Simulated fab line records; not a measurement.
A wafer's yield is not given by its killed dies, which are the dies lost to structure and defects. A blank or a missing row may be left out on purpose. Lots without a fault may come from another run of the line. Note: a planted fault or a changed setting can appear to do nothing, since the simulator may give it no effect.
fab line records	flow sky130
record lots=6	wafers=18	lastDay=52
route steps=708 shown METAL4@622 PAD_OPEN@708
lots with no fault: from the same line, run without faults
startH: hours from the record's first day to the start of the lot's first wafer shown	waitH: hours from the lot's prior step to this one	" unchanged from the row above	L1.1+2: one row covering several wafers at once	- no value, or no start given	* or withheld: withheld	< > ~ a bound
route shown NAME@n: a module of which the file shows steps, and the number in the route of the first	usual: mean/standard deviation of fault-free wafers	same: alike in all rows	chamber/n: place in a boat	sites: per-site readings	_std_site: standard deviation of those values	_edge_site: outer sites' mean less inner sites'	radiusMm: how far each site lies from the wafer's centre	mask NAME#n: copy n	behind: the last tool/chamber to shape the wafer	hold: the reason the lot was held/the length of the hold in hours/how it ended	device: names the non-switching transistor (n, p or np)	end of line: the route-end tests of the same wafers	a step without rows: its recipe alone	killed: count of dies lost to structure and defects at first sort (not the wafer's yield)	map: dies across one wafer; x = killed, . = not, _ = none there
set.NAME: the setting the step ran with; set.NAME@STEP: the setting that earlier step ran with	model.NAME: the simulator's own value behind a step, which no gauge read
lots at selected steps of the route; one table per step, one row per wafer
services: a tool's chamber out of use, with start hour (startH, from the record's first day; less than 0 if before it), hours out, and reason
## steps
# step SKY_METAL4_HMDS_06
# recipe primeTimeS=60	primeTempC=120
# step SKY_METAL4_COAT_07
# recipe resist=BARC	tempC=withheld	timeS=withheld	spinRpm=3000	resistThkNm=60
# step SKY_METAL4_COAT_08
# recipe resist=KrF-thick	spinRpm=3000	resistThkNm=1140
# step SKY_METAL4_SOFTBAKE_09
# recipe tempC=100	timeS=90	resist=KrF-thick
# step SKY_METAL4_EXPOSE_10
# recipe maskId=MM4	na=0.68	sourceShape=annular	sigmaInner=0.4	sigmaOuter=0.8	targetCdNm=300	doseMj=28
# step SKY_METAL4_PEB_11
# recipe pebTempC=withheld	pebTimeS=withheld	resist=KrF-thick
# step SKY_METAL4_DEVELOP_12
# recipe developTimeS=60	resist=KrF-thick	devTempC=21
# step SKY_METAL4_CD_MEAS_13
# recipe targetCdNm=300
# usual cdNm=300.0/1.4
lot.wafer	tool	chamber	startH	waitH	cdNm
L334.1	cdSem-02	-	1044.35	-	300.8
L334.3	"	-	"	"	301.1
L334.5	"	-	"	"	299.6
L337.2	cdSem-01	-	1044.72	-	299.4
L337.4	"	-	"	"	299.0
L337.6	"	-	"	"	299.8
L341.1	cdSem-02	-	1151.82	-	299.3
L341.3	"	-	"	"	300.0
L341.6	"	-	"	"	297.0
L348.1	cdSem-02	-	1165.80	-	297.3
L348.2	"	-	"	"	298.7
L348.3	"	-	"	"	298.6
L350.2	cdSem-02	-	1167.34	-	297.6
L350.5	"	-	"	"	297.7
L350.6	"	-	"	"	297.2
L346.2	cdSem-01	-	1169.12	-	298.5
L346.4	"	-	"	"	297.2
L346.6	"	-	"	"	298.1
# step SKY_METAL4_OVL_MEAS_14
# usual METAL4_OVL=1/5.1
lot.wafer	tool	chamber	startH	waitH	METAL4_OVL[nm]
L334.1	overlay-01	-	1044.47	0.1	8
L334.3	"	-	"	"	10
L334.5	"	-	"	"	6
L337.2	overlay-01	-	1044.82	0.1	3
L337.4	"	-	"	"	9
L337.6	"	-	"	"	9
L341.1	overlay-01	-	1151.94	0.1	-5
L341.3	"	-	"	"	-14
L341.6	"	-	"	"	-5
L348.1	overlay-02	-	1165.92	0.1	4
L348.2	"	-	"	"	10
L348.3	"	-	"	"	-1
L350.2	overlay-01	-	1167.44	0.1	1
L350.5	"	-	"	"	-5
L350.6	"	-	"	"	0
L346.2	overlay-02	-	1169.22	0.1	1
L346.4	"	-	"	"	0
L346.6	"	-	"	"	4
# step SKY_METAL4_DESCUM_15
# recipe chemistry=O2	sourcePowerW=150	biasPowerW=0	pressureMtorr=10	tempC=40	timeS=8
# usual drypumpMotorCurrentA=5.6/0.33	oesProductAu=0.995/0.014
lot.wafer	tool	chamber	startH	waitH	drypumpMotorCurrentA	oesProductAu	rfHoursCounterH
L334.1	rieMetal-02	1	1044.50	0.0	5.5	1.006	1
L334.3	"	0	"	"	5.9	0.984	-
L334.5	"	0	"	"	5.9	0.991	-
L337.2	rieMetal-03	1	1044.85	0.0	5.0	0.988	24
L337.4	"	1	"	"	5.0	0.980	-
L337.6	"	0	"	"	5.7	1.004	-
L341.1	rieMetal-03	1	1151.98	0.0	5.0	0.989	6
L341.3	"	1	"	"	5.0	1.000	-
L341.6	"	1	"	"	5.0	1.007	-
L348.1	rieMetal-02	1	1165.95	0.0	5.5	0.998	8
L348.2	"	1	"	"	5.5	1.001	-
L348.3	"	1	"	"	5.5	0.997	-
L350.2	rieMetal-02	1	1167.49	0.0	5.5	1.000	-
L350.5	"	1	"	"	5.5	1.010	-
L350.6	"	1	"	"	5.5	1.008	-
L346.2	rieMetal-04	1	1169.25	0.0	5.7	1.018	16
L346.4	"	0	"	"	5.9	0.987	-
L346.6	"	0	"	"	5.9	0.977	-
# step SKY_METAL4_ETCH_16
# recipe chemistry=N2/H2	target=BARC	ionEnergyEv=200	biasW=100	pressureMtorr=30	n2FlowSccm=100	h2FlowSccm=200	icpW=500	stopOn=SiO2	timeS=88.2	targetDepthA=600
# usual drypumpMotorCurrentA=5.6/0.32	h2FlowSccm=200.0/0.53	oesProductAu=0.625/0.0044	throttleValvePct=13.204/0.009
lot.wafer	tool	chamber	startH	waitH	drypumpMotorCurrentA	h2FlowSccm	oesProductAu	rfHoursCounterH	throttleValvePct
L334.1	rieMetal-02	1	1044.53	0.0	5.5	199.7	0.623	1	13.211
L334.3	"	0	"	"	5.9	200.6	0.626	-	13.222
L334.5	"	0	"	"	5.9	200.6	0.626	-	13.209
L337.2	rieMetal-03	1	1044.88	0.0	5.0	199.7	0.622	24	13.207
L337.4	"	1	"	"	5.0	199.7	0.624	-	13.208
L337.6	"	0	"	"	5.7	200.2	0.625	-	13.219
L341.1	rieMetal-03	1	1152.01	0.0	5.0	199.5	0.622	6	13.194
L341.3	"	1	"	"	5.0	200.2	0.623	-	13.208
L341.6	"	1	"	"	5.0	200.5	0.623	-	13.211
L348.1	rieMetal-02	1	1166.02	0.1	5.5	200.7	0.633	8	13.202
L348.2	"	1	"	"	5.6	199.5	0.625	-	13.208
L348.3	"	1	"	"	5.5	199.1	0.621	-	13.191
L350.2	rieMetal-02	1	1167.57	0.1	5.5	200.3	0.631	-	13.198
L350.5	"	1	"	"	5.5	200.5	0.624	-	13.210
L350.6	"	1	"	"	5.5	201.3	0.628	-	13.181
L346.2	rieMetal-04	1	1169.28	0.0	5.7	199.7	0.622	16	13.197
L346.4	"	0	"	"	5.9	200.9	0.619	-	13.217
L346.6	"	0	"	"	5.9	200.3	0.629	-	13.215
# step SKY_METAL4_ETCH_17
# recipe target=SiO2	stopOn=TiN	chemistry=C4F8/O2/Ar	sourceW=1500	biasW=1200	pressureMtorr=40	c4f8FlowSccm=withheld	O2_flow_sccm=6	Ar_flow_sccm=300	timeS=3.9	targetDepthA=150
# usual oesProductAu=0.752/0.0076
lot.wafer	tool	chamber	startH	waitH	oesProductAu	rfHoursCounterH
L334.1	rieDiel-04	3	1044.63	0.1	0.746	13
L334.3	"	2	"	"	0.762	6
L334.5	"	1	"	"	0.752	-
L337.2	rieDiel-03	1	1044.98	0.1	0.747	19
L337.4	"	3	"	"	0.762	29
L337.6	"	1	"	"	0.769	-
L341.1	rieDiel-04	0	1152.11	0.1	0.747	8
L341.3	"	2	"	"	0.751	10
L341.6	"	0	"	"	0.741	-
L348.1	rieDiel-02	3	1166.21	0.2	0.748	19
L348.2	"	0	"	"	0.747	24
L348.3	"	2	"	"	0.752	17
L350.2	rieDiel-02	3	1167.73	0.1	0.743	20
L350.5	"	1	"	"	0.759	-
L350.6	"	0	"	"	0.757	-
L346.2	rieDiel-04	2	1169.38	0.1	0.746	10
L346.4	"	0	"	"	0.757	8
L346.6	"	1	"	"	0.750	-
# step SKY_METAL4_METAL_ETCH_18
# recipe targetDepthA=8450	stopOn=SiO2	overEtchFrac=0.3	timeS=183.1	chemistry=Cl2/BCl3	resistSidewallDeg=88	pressureMtorr=10	icpW=900	biasW=48.5	Cl2_flow_sccm=60	bcl3FlowSccm=30
# usual drypumpMotorCurrentA=5.5/0.34	mfcCl2Sccm=60.00/0.19	oesProductAu=0.866/0.007	throttleValvePct=22.264/0.0088
lot.wafer	tool	chamber	startH	waitH	drypumpMotorCurrentA	mfcCl2Sccm	oesProductAu	rfHoursCounterH	throttleValvePct	model.KrF-thick_of_METAL4_COAT_08.thkNm	model.METAL4.featureDepthNm	model.etch.depthNm
L334.1	rieMetal-04	1	1044.65	0.0	5.7	60.04	0.874	7	22.265	509.9	869.6	869.6
L334.3	"	0	"	"	5.9	59.99	0.865	-	22.265	538	857.6	857.6
L334.5	"	1	"	"	5.7	60.25	0.863	-	22.279	510.6	862.6	862.6
L337.2	rieMetal-02	1	1045.00	0.0	5.5	59.90	0.869	1	22.274	527.7	857.1	857.1
L337.4	"	0	"	"	5.9	59.98	0.861	-	22.257	537.4	855	855
L337.6	"	0	"	"	5.9	60.39	0.855	-	22.257	535.3	861.3	861.3
L341.1	rieMetal-02	0	1152.13	0.0	5.9	59.96	0.875	25	22.258	532	874.4	874.4
L341.3	"	1	"	"	5.4	59.98	0.874	-	22.256	530.3	875.3	875.3
L341.6	"	1	"	"	5.5	59.57	0.875	-	22.268	529.9	876.6	876.6
L348.1	rieMetal-04	0	1166.23	0.0	5.9	60.17	0.868	24	22.286	554.4	869.3	869.3
L348.2	"	1	"	"	5.7	60.21	0.781	15	22.265	714	736	736
L348.3	"	1	"	"	5.7	59.84	0.854	-	22.264	522.1	859.4	859.4
L350.2	rieMetal-04	0	1167.75	0.0	5.9	59.87	0.770	25	22.262	726.9	696.5	696.5
L350.5	"	0	"	"	5.9	60.14	0.883	-	22.267	546.9	872.9	872.9
L350.6	"	1	"	"	5.7	60.02	0.803	-	22.266	707.5	738.2	738.2
L346.2	rieMetal-02	1	1169.46	0.1	5.5	59.92	0.872	-	22.268	533.9	861.8	861.8
L346.4	"	1	"	"	5.5	59.64	0.867	-	22.253	534.7	873.5	873.5
L346.6	"	1	"	"	5.5	59.86	0.867	-	22.250	533	873.6	873.6
# step SKY_METAL4_STRIP_19
# recipe chemistry=O2/N2	powerW=1400	pressureMtorr=1500	platenTempC=withheld	o2FlowSccm=3000	n2FlowSccm=300	overashFraction=0.5
# usual drypumpMotorCurrentA=5.48/0.28	oesProductAu=0.506/0.0065	stripTimeToEndpointS=6.60/0.12
lot.wafer	tool	chamber	startH	waitH	drypumpMotorCurrentA	oesProductAu	rfHoursCounterH	stripTimeToEndpointS
L334.1	plasmaAsher-03	0	1044.83	0.1	5.43	0.499	116	6.37
L334.3	"	0	"	"	5.44	0.505	-	6.64
L334.5	"	1	"	"	5.15	0.492	-	6.38
L337.2	plasmaAsher-01	0	1045.18	0.1	5.93	0.495	61	6.52
L337.4	"	0	"	"	5.93	0.506	-	6.63
L337.6	"	1	"	"	5.79	0.509	-	6.58
L341.1	plasmaAsher-02	0	1152.30	0.1	5.82	0.507	35	6.57
L341.3	"	1	"	"	5.76	0.509	-	6.57
L341.6	"	0	"	"	5.80	0.504	-	6.56
L348.1	plasmaAsher-01	1	1166.41	0.1	5.75	0.519	72	6.80
L348.2	"	0	"	"	5.92	0.581	72	8.36
L348.3	"	0	"	"	5.92	0.506	-	6.48
L350.2	plasmaAsher-03	1	1167.93	0.1	5.15	0.584	10	8.49
L350.5	"	1	"	"	5.15	0.507	-	6.74
L350.6	"	0	"	"	5.44	0.588	-	8.30
L346.2	plasmaAsher-01	0	1169.76	0.2	5.91	0.505	73	6.61
L346.4	"	0	"	"	5.92	0.500	-	6.63
L346.6	"	0	"	"	5.92	0.511	-	6.61
# step SKY_METAL4_STRIP_20
# recipe chemistry=postEtchResidueRemover	timeS=1200	tempC=72.5
# step SKY_PAD_OPEN_PROBE_99
# usual defectLimitedYield=82.5/1.8	killed_at_M0_to_M3=45/6.3	killed_at_M4_up=2.8/1.6	killedAtContacts=24/5.1	killedAtFrontEnd=14/4.4	killedAtOther=0.4/0.73	killedDies=86/9	killedOnRim=17/3.8	killedOpen=47/7.8	killedShort=39/6.6	sort_bin_3_pad_short=0.8/0.42	sort_bin_5_function=10.3/1.4	sort_bin_6_memory=6.3/1.2	sortNPass=406/9	sortYieldPct=82.5/1.8
# same grossDies=492	killedAtBackSide=0	sort_bin_4_leakage[%]=0	sort_bin_8_speed[%]=0
lot.wafer	tool	chamber	startH	waitH	hold	defectLimitedYield[%]	killed_at_M0_to_M3	killed_at_M4_up	killedAtContacts	killedAtFrontEnd	killedAtOther	killedDies	killedOnRim	killedOpen	killedShort	sort_bin_3_pad_short[%]	sort_bin_5_function[%]	sort_bin_6_memory[%]	sortNPass	sortYieldPct[%]
L334.1	prober-01	-	1139.90	0.3	-	83.1	30	2	26	24	1	83	19	44	37	0.4	9.6	6.9	409	83.1
L334.3	prober-01	-	1140.00	0.4	-	79.1	62	2	17	22	0	103	21	58	44	1.2	10.6	9.1	389	79.1
L334.5	prober-01	-	1140.10	0.4	-	80.9	48	1	27	17	1	94	12	57	36	0.8	11.2	7.1	398	80.9
L337.2	prober-02	-	1140.08	0.1	-	85.6	37	1	20	13	0	71	21	34	37	0.4	8.9	5.1	421	85.6
L337.4	prober-02	-	1140.18	0.2	-	84.3	44	1	20	12	0	77	17	44	31	0.4	11.0	4.3	415	84.3
L337.6	prober-02	-	1140.28	0.2	-	84.1	42	3	25	8	0	78	15	40	38	1.0	9.3	5.5	414	84.1
L341.1	prober-01	-	1229.03	0.1	-	84.6	39	3	21	13	0	76	15	45	31	0.4	8.1	6.9	416	84.6
L341.3	prober-01	-	1229.13	0.2	-	83.5	47	5	13	16	0	81	19	38	43	1.0	8.7	6.7	411	83.5
L341.6	prober-01	-	1229.28	0.2	-	83.3	49	2	22	8	1	82	19	39	43	1.0	9.8	5.9	410	83.3
L348.1	prober-01	-	1241.43	0.1	awaitDispo/11.7h/release	82.1	47	2	25	13	1	88	18	47	40	0.6	12.8	4.5	404	82.1
L348.2	prober-01	-	1241.48	0.1	awaitDispo/11.7h/release	0	41	407	31	13	0	492	96	53	34	0	93.3	6.7	0	0
L348.3	prober-01	-	1241.53	0.2	awaitDispo/11.7h/release	83.9	38	8	18	15	0	79	15	40	39	0	9.3	6.7	413	83.9
L350.2	prober-01	-	1242.71	0.1	awaitDispo/2.7h/release	0	53	393	21	24	1	492	96	56	43	0.4	91.1	8.5	0	0
L350.5	prober-01	-	1242.86	0.2	awaitDispo/2.7h/release	83.5	40	4	20	17	0	81	15	50	31	1.0	9.8	5.7	411	83.5
L350.6	prober-01	-	1242.91	0.2	awaitDispo/2.7h/release	0	54	386	31	21	0	492	96	69	38	1.2	91.5	7.3	0	0
L346.2	prober-02	-	1244.26	0.1	-	83.7	44	4	17	15	0	80	11	42	38	0.4	9.1	6.7	412	83.7
L346.4	prober-02	-	1244.36	0.2	-	81.5	45	2	29	14	1	91	16	42	48	1.0	11.0	6.5	401	81.5
L346.6	prober-02	-	1244.46	0.2	-	83.9	43	5	19	12	0	79	16	33	46	0.8	9.3	5.9	413	83.9
# killed by level:class
L334.1 CONTACT:geometricParticle:open=11 VIA1:geometricParticle:open=8 FIELD_ISO:geometricParticle:short=7 FIELD_ISO:geometricParticle:open=5 VIA1:geometricParticle:short=5 LI_CONTACT:geometricParticle:open=5 POLY_GATE:geometricParticle:open=4 LOCAL_INTERCONNECT:geometricParticle:short=4
L334.3 VIA1:geometricParticle:open=17 METAL1:geometricParticle:short=9 FIELD_ISO:geometricParticle:open=8 METAL2:geometricParticle:short=8 VIA3:geometricParticle:open=7 FIELD_ISO:geometricParticle:short=6 LI_CONTACT:geometricParticle:open=5 VIA2:geometricParticle:open=5
L337.2 VIA1:geometricParticle:open=8 METAL1:geometricParticle:short=7 VIA1:geometricParticle:short=7 LI_CONTACT:geometricParticle:open=6 CONTACT:geometricParticle:short=5 VIA2:geometricParticle:open=5 POLY_GATE:geometricParticle:open=4 LOCAL_INTERCONNECT:geometricParticle:short=4
L334.5 VIA1:geometricParticle:open=14 CONTACT:geometricParticle:open=11 VIA2:geometricParticle:open=7 METAL2:geometricParticle:short=6 FIELD_ISO:geometricParticle:open=5 POLY_GATE:geometricParticle:open=5 LI_CONTACT:geometricParticle:short=5 LI_CONTACT:geometricParticle:open=5
L337.4 VIA1:geometricParticle:open=9 LI_CONTACT:geometricParticle:open=7 CONTACT:geometricParticle:open=7 METAL1:geometricParticle:short=6 VIA3:geometricParticle:open=6 VIA2:geometricParticle:open=5 FIELD_ISO:geometricParticle:open=4 CONTACT:geometricParticle:short=4
L337.6 CONTACT:geometricParticle:open=10 VIA1:geometricParticle:open=7 VIA1:geometricParticle:short=5 VIA2:geometricParticle:short=5 METAL2:geometricParticle:short=5 VIA3:geometricParticle:open=5 FIELD_ISO:geometricParticle:short=4 VIA2:geometricParticle:open=4
L341.1 VIA2:geometricParticle:open=8 VIA1:geometricParticle:open=7 LI_CONTACT:geometricParticle:open=7 CONTACT:geometricParticle:open=6 VIA3:geometricParticle:open=5 CONTACT:geometricParticle:short=5 METAL1:geometricParticle:short=5 FIELD_ISO:geometricParticle:open=4
L341.3 VIA1:geometricParticle:open=12 FIELD_ISO:geometricParticle:short=7 VIA2:geometricParticle:open=7 METAL1:geometricParticle:short=6 METAL2:geometricParticle:short=6 VIA3:geometricParticle:open=5 POLY_GATE:geometricParticle:short=4 LI_CONTACT:geometricParticle:open=3
L341.6 VIA1:geometricParticle:open=10 METAL3:geometricParticle:short=7 VIA2:geometricParticle:open=7 VIA3:geometricParticle:open=7 LOCAL_INTERCONNECT:geometricParticle:short=6 LI_CONTACT:geometricParticle:open=5 CONTACT:geometricParticle:open=5 METAL2:geometricParticle:short=5
L348.1 VIA2:geometricParticle:open=11 CONTACT:geometricParticle:open=10 CONTACT:geometricParticle:short=8 FIELD_ISO:geometricParticle:open=6 METAL2:geometricParticle:short=6 VIA1:geometricParticle:short=5 VIA3:geometricParticle:open=5 POLY_GATE:geometricParticle:short=4
L348.2 METAL4:areaEtch=405 CONTACT:geometricParticle:open=13 VIA2:geometricParticle:open=9 LI_CONTACT:geometricParticle:open=7 VIA3:geometricParticle:open=7 CONTACT:geometricParticle:short=6 VIA1:geometricParticle:open=6 FIELD_ISO:geometricParticle:short=4
L348.3 VIA1:geometricParticle:open=9 VIA2:geometricParticle:open=7 CONTACT:geometricParticle:open=7 METAL2:geometricParticle:short=7 METAL4:geometricParticle:short=7 FIELD_ISO:geometricParticle:open=6 METAL1:geometricParticle:short=5 LOCAL_INTERCONNECT:geometricParticle:short=4
L350.2 METAL4:areaEtch=393 VIA1:geometricParticle:open=12 VIA2:geometricParticle:open=10 FIELD_ISO:geometricParticle:short=8 CONTACT:geometricParticle:open=7 VIA1:geometricParticle:short=6 LI_CONTACT:geometricParticle:open=5 VIA3:geometricParticle:open=5
L350.5 VIA1:geometricParticle:open=14 LI_CONTACT:geometricParticle:open=7 VIA2:geometricParticle:open=7 POLY_GATE:geometricParticle:open=5 CONTACT:geometricParticle:short=5 VIA3:geometricParticle:open=5 FIELD_ISO:geometricParticle:short=4 CONTACT:geometricParticle:open=4
L350.6 METAL4:areaEtch=385 VIA1:geometricParticle:open=15 LI_CONTACT:geometricParticle:open=12 CONTACT:geometricParticle:open=11 FIELD_ISO:geometricParticle:open=7 VIA3:geometricParticle:open=7 VIA2:geometricParticle:open=6 POLY_GATE:geometricParticle:open=5
L346.2 VIA1:geometricParticle:open=16 CONTACT:geometricParticle:open=6 FIELD_ISO:geometricParticle:short=5 LOCAL_INTERCONNECT:geometricParticle:short=5 VIA1:geometricParticle:short=5 VIA2:geometricParticle:open=5 FIELD_ISO:geometricParticle:open=4 METAL1:geometricParticle:short=4
L346.4 CONTACT:geometricParticle:open=11 VIA1:geometricParticle:open=11 METAL2:geometricParticle:short=8 METAL1:geometricParticle:short=7 LI_CONTACT:geometricParticle:open=6 CONTACT:geometricParticle:short=6 VIA1:geometricParticle:short=6 FIELD_ISO:geometricParticle:short=4
L346.6 VIA1:geometricParticle:open=9 METAL1:geometricParticle:short=6 METAL2:geometricParticle:short=6 CONTACT:geometricParticle:short=5 FIELD_ISO:geometricParticle:short=4 LI_CONTACT:geometricParticle:short=4 CONTACT:geometricParticle:open=4 VIA3:geometricParticle:open=4
# map L348.2 (x killed, . not)
__________xxxxxxxxxx_________
________xxxxxxxxxxxxxx_______
______xxxxxxxxxxxxxxxxxx_____
_____xxxxxxxxxxxxxxxxxxxx____
____xxxxxxxxxxxxxxxxxxxxxx___
___xxxxxxxxxxxxxxxxxxxxxxxx__
__xxxxxxxxxxxxxxxxxxxxxxxxxx_
_xxxxxxxxxxxxxxxxxxxxxxxxxxxx
_xxxxxxxxxxxxxxxxxxxxxxxxxxxx
_xxxxxxxxxxxxxxxxxxxxxxxxxxxx
_xxxxxxxxxxxxxxxxxxxxxxxxxxxx
_xxxxxxxxxxxxxxxxxxxxxxxxxxxx
_xxxxxxxxxxxxxxxxxxxxxxxxxxxx
_xxxxxxxxxxxxxxxxxxxxxxxxxxxx
_xxxxxxxxxxxxxxxxxxxxxxxxxxxx
__xxxxxxxxxxxxxxxxxxxxxxxxxx_
___xxxxxxxxxxxxxxxxxxxxxxxx__
____xxxxxxxxxxxxxxxxxxxxxx___
_____xxxxxxxxxxxxxxxxxxxx____
______xxxxxxxxxxxxxxxxxx_____
________xxxxxxxxxxxxxx_______
__________xxxxxxxxxx_________
# map L350.2 (x killed, . not)
__________xxxxxxxxxx_________
________xxxxxxxxxxxxxx_______
______xxxxxxxxxxxxxxxxxx_____
_____xxxxxxxxxxxxxxxxxxxx____
____xxxxxxxxxxxxxxxxxxxxxx___
___xxxxxxxxxxxxxxxxxxxxxxxx__
__xxxxxxxxxxxxxxxxxxxxxxxxxx_
_xxxxxxxxxxxxxxxxxxxxxxxxxxxx
_xxxxxxxxxxxxxxxxxxxxxxxxxxxx
_xxxxxxxxxxxxxxxxxxxxxxxxxxxx
_xxxxxxxxxxxxxxxxxxxxxxxxxxxx
_xxxxxxxxxxxxxxxxxxxxxxxxxxxx
_xxxxxxxxxxxxxxxxxxxxxxxxxxxx
_xxxxxxxxxxxxxxxxxxxxxxxxxxxx
_xxxxxxxxxxxxxxxxxxxxxxxxxxxx
__xxxxxxxxxxxxxxxxxxxxxxxxxx_
___xxxxxxxxxxxxxxxxxxxxxxxx__
____xxxxxxxxxxxxxxxxxxxxxx___
_____xxxxxxxxxxxxxxxxxxxx____
______xxxxxxxxxxxxxxxxxx_____
________xxxxxxxxxxxxxx_______
__________xxxxxxxxxx_________
## services
tool	chamber	startH	hours	kind
plasmaAsher-01	-	1021.66	14.6	pm
plasmaAsher-02	-	1029.77	0.5	repair
rieDiel-03	3	1054.67	-	clean
rieDiel-03	3	1054.67	32.3	scheduledDown
rieDiel-03	3	1054.67	32.3	ventCycle
plasmaAsher-03	-	1055.25	9.0	pm
plasmaAsher-03	0	1055.25	9.0	ventCycle
plasmaAsher-03	1	1055.25	9.0	ventCycle
rieMetal-03	1	1056.78	-	clean
rieMetal-03	1	1056.78	20.1	scheduledDown
rieMetal-03	1	1056.78	20.1	ventCycle
plasmaAsher-03	0	1064.25	-	clean
plasmaAsher-03	1	1064.25	-	clean
rieMetal-04	-	1082.36	14.6	pm
rieMetal-02	-	1104.26	14.6	pm
rieDiel-04	0	1130.42	5.8	repair
plasmaAsher-01	-	1148.60	16.6	repair
rieDiel-04	1	1148.80	5.3	repair
rieMetal-03	0	1158.62	60.7	repair
rieMetal-02	0	1165.52	-	clean
rieMetal-02	0	1165.52	-	consumableReplace:focusRing
rieMetal-02	0	1165.52	20.8	scheduledDown
rieMetal-02	0	1165.52	20.8	ventCycle
## key
firstSign step=SKY_METAL4_METAL_ETCH_18	reading=oesProductAu	direction=down	sigmas=12	usual=0.866	struck=0.785
effect step=SKY_METAL4_STRIP_19	reading=stripTimeToEndpointS	direction=up	sigmas=14	usual=*	struck=*
effect step=SKY_PAD_OPEN_PROBE_99	reading=killed_at_M4_up	direction=up	sigmas=99+	usual=2.8	struck=395.3
modelEffect step=SKY_METAL4_METAL_ETCH_18	value=KrF-thick_of_METAL4_COAT_08.thkNm	without=530.6	struck=716.1
moreKillsBornAt SKY_METAL4_METAL_ETCH_18@rieMetal-04=1183
metAt SKY_METAL4_METAL_ETCH_18
struckWafers L348.2,L350.2,L350.6
laterRowsLeftOut L348.2,L350.2,L350.6
onsetBetween 1044.65 1166.23
fault kind=processParameterDrift	tool=rieMetal-04	chamber=-	onsetH=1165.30	steps=SKY_METAL4_METAL_ETCH_18	channel=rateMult	offset=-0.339	shape=step	endH=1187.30	scope=struckWafersOnly
# laterRowsLeftOut: the simulator's readings of these wafers behind a module that went badly wrong aren't trusted and aren't shown, but for the sort
